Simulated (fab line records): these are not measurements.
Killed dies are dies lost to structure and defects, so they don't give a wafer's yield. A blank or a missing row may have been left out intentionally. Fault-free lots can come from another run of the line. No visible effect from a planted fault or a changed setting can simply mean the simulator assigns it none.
Matching of chambers -- flow gf180mcu -- 4 sister chambers for GF_STI_CMP_25 on cmp-01
The step polishes, stops on Si3N4, t overpolish 33 s, target thk 524.6 nm. 8 wafers are shown with their chamber, then 8 later ones without.

== WAFERS, EACH WITH ITS CHAMBER ==
wafer,chamber,motor current A (A),time to endpoint s (s)
L323.6,0,15.2,123
L329.1,1,13.6,123
L329.3,2,13.4,124
L329.5,3,11.9,115
L330.1,3,11.7,113
L330.2,0,14.9,132
L330.3,2,13.3,118
L331.4,1,12.7,120

== WAFERS WHOSE CHAMBER IS MISSING ==
wafer,motor current A (A),time to endpoint s (s)
L331.5,15.0,130
L331.6,12.2,113
L332.1,14.5,122
L332.4,11.8,125
L332.5,13.0,126
L343.3,15.4,131
L343.5,12.4,112
L343.6,15.3,128

== WHICH CHAMBER EACH WENT THROUGH ==
wafer,from the rows above,in truth
L331.5,0,0
L331.6,3,3
L332.1,can't be placed: 0 or 2 or 1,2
L332.4,can't be placed: 3 or 1 or 2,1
L332.5,can't be placed: 1 or 2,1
L343.3,0,0
L343.5,can't be placed: 3 or 1 or 2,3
L343.6,0,0
Correctly placed: 4 of 8. Not placeable from these rows: 4 (in 4, the candidates include the true chamber). Number placed wrongly: 0.
How it was worked out, from the rows above alone: a wafer's distance from a chamber is the root of the sum, over the readings, of the square of ((its reading less the chamber's mean) divided by the reading's scatter). If the next closest chamber is less than 2 further off than the closest, the wafer can't be placed; otherwise it belongs to the closest. The mean given for a chamber averages the wafers shown for that chamber. The scatter: take each reading less its chamber's mean, square it, sum over the shown wafers, divide by the number of wafers less the number of chambers, and take the root.
